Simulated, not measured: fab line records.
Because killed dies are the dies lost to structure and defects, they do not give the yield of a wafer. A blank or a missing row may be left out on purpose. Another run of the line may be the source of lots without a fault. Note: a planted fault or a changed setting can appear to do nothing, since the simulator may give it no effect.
The tool behind it: which one? -- flow gf180mcu -- 13 lots with 39 wafers sampled at 4 steps, on a route of 602 steps

## WHAT THE GAUGES READ, wafer by wafer
GF_M4_OVL_MEAS_15. Usual: M4_OVL 0 nm, standard deviation 5.2.
lot,measured,on,M4_OVL (nm),flag
L528,day 23 09:41,overlay-01,-3 -3 3,
L529,day 23 17:02,overlay-01,4 -2 -1,
L530,day 24 15:26,overlay-01,0 -1 4,
L532,day 24 19:25,overlay-02,2 -1 1,
L533,day 25 03:06,overlay-01,4 2 4,
L535,day 26 03:17,overlay-02,2 -6 -4,
L536,day 26 14:16,overlay-02,4 6 6,
L537,day 26 16:18,overlay-01,-1 2 -2,
L538,day 26 19:47,overlay-02,-1 -6 -7,
L544,day 28 15:41,overlay-01,3 11 7,
L549,day 30 03:20,overlay-01,-6 -5 -3,
L550,day 30 05:05,overlay-02,-7 -4 -4,
L551,day 31 00:07,overlay-02,-3 -11 -1,

GF_V4_THK_MEAS_01. Usual: V4_CVD_00_THK 601 nm, standard deviation 6.1.
lot,measured,on,V4_CVD_00_THK (nm),flag
L528,day 23 10:27,film-metro-02,604 604 594,
L529,day 23 17:49,film-metro-02,590 589 595,
L530,day 24 16:13,film-metro-03,594 608 599,
L532,day 24 20:14,film-metro-03,599 601 599,
L533,day 25 03:55,film-metro-01,600 599 605,
L535,day 26 04:04,film-metro-03,583 601 596,
L536,day 26 15:03,film-metro-03,596 613 612,
L537,day 26 17:05,film-metro-03,609 605 597,
L538,day 26 20:35,film-metro-02,601 600 596,
L544,day 28 16:30,film-metro-01,601 605 611,
L549,day 30 04:07,film-metro-03,608 614 603,
L550,day 30 05:52,film-metro-03,606 601 599,
L551,day 31 00:58,film-metro-01,600 605 600,

## WHAT TOOL EACH LOT RAN ON (gives the tool, then ch and the chambers of the sampled wafers, and finally the start)
lot,GF_M2_SPUTTER_03,GF_V2_STRIP_18
L528,"pvd-sputter-03, day 18 03:19","plasma-asher-03 ch 0,1, day 20 06:10"
L529,"pvd-sputter-02, day 18 10:32","plasma-asher-03 ch 0,1, day 20 13:37"
L530,"pvd-sputter-03, day 19 03:02","plasma-asher-03 ch 1, day 21 05:26"
L532,"pvd-sputter-03, day 19 19:04","plasma-asher-03 ch 1, day 21 21:04"
L533,"pvd-sputter-01, day 20 03:51","plasma-asher-02 ch 0,1, day 22 04:22"
L535,"pvd-sputter-02, day 21 05:47","plasma-asher-02 ch 0,1, day 23 06:10"
L536,"pvd-sputter-01, day 21 09:43","plasma-asher-02 ch 0,1, day 23 09:43"
L537,"pvd-sputter-03, day 21 18:24","plasma-asher-02 ch 0,1, day 23 18:13"
L538,"pvd-sputter-01, day 22 00:50","plasma-asher-02 ch 0,1, day 24 00:26"
L544,"pvd-sputter-01, day 24 02:53","plasma-asher-01 ch 0,1, day 25 22:04"
L549,"pvd-sputter-01, day 25 17:58","plasma-asher-02 ch 0, day 27 12:55"
L550,"pvd-sputter-01, day 25 18:52","plasma-asher-01 ch 0,1, day 27 13:54"
L551,"pvd-sputter-03, day 26 17:39","plasma-asher-01 ch 0,1, day 28 11:26"
- GF_M2_SPUTTER_03: material Ti, target thk 10 nm, time 6.7 s.
- GF_V2_STRIP_18: strips in O2/N2.

## WHAT THE TOOLS THEMSELVES READ (means of the sampled wafers that have a number; where no wafer has one, the mark that the record gives instead)
GF_M2_SPUTTER_03. Usual: throttle-valve-pct reads 29.8 % (standard deviation 0.53).
lot,tool,throttle-valve-pct (%),flag
L528,pvd-sputter-03,29.9,
L529,pvd-sputter-02,29.7,
L530,pvd-sputter-03,29.5,
L532,pvd-sputter-03,29.8,
L533,pvd-sputter-01,29.7,
L535,pvd-sputter-02,30.6,
L536,pvd-sputter-01,29.9,
L537,pvd-sputter-03,29.5,
L538,pvd-sputter-01,29.7,
L544,pvd-sputter-01,29.8,
L549,pvd-sputter-01,30.1,
L550,pvd-sputter-01,30.1,
L551,pvd-sputter-03,29.9,

GF_V2_STRIP_18. Usual: chamber-pressure-mTorr 1499.9 mTorr, standard deviation 1.4; drypump-motor-current-A 5.9 A, standard deviation 0.46; heater-power-w 369 W, standard deviation 35; oes-product-au 0.593 a.u., standard deviation 0.0045; platen-temp-c 250.02 C, standard deviation 0.18.
lot,tool,chamber-pressure-mTorr (mTorr),drypump-motor-current-A (A),heater-power-w (W),oes-product-au (a.u.),platen-temp-c (C),flag
L528,plasma-asher-03,1500.4,5.5,402,0.594,250.14,
L529,plasma-asher-03,1499.7,5.5,402,0.590,250.05,
L530,plasma-asher-03,1499.5,5.1,433,0.591,249.98,
L532,plasma-asher-03,1500.2,5.0,442,0.596,249.64,
L533,plasma-asher-02,1499.7,6.3,343,0.592,250.11,
L535,plasma-asher-02,1500.0,6.2,341,0.589,249.99,
L536,plasma-asher-02,1498.3,6.4,346,0.594,249.97,
L537,plasma-asher-02,1500.7,6.4,341,0.591,249.87,
L538,plasma-asher-02,1498.2,6.2,339,0.591,249.96,
L544,plasma-asher-01,1499.9,6.0,348,0.597,249.96,
L549,plasma-asher-02,1501.7,6.5,346,0.601,250.05,
L550,plasma-asher-01,1499.5,6.0,349,0.591,249.95,
L551,plasma-asher-01,1500.8,6.1,360,0.592,250.23,

## THE ANSWER, worked out from the rows above alone
Rule: a lot counts as off when the mean over its wafers that have a number is more than 3 standard deviations away from the usual mean. A lot without any number at a reading at which 4 lots or more have one is off too. All remaining lots with rows at the step are treated as sound. First the gauges in route order, then the tools' own readings, where a lot's mean is used as printed above. The first step at which some lot is off is used, and at that step the reading that is off furthest; a lot without a number counts as furthest.
Across all readings shown, no lot is off: no conclusion can be drawn from this.

## WHAT THE SIMULATOR HAD INSERTED
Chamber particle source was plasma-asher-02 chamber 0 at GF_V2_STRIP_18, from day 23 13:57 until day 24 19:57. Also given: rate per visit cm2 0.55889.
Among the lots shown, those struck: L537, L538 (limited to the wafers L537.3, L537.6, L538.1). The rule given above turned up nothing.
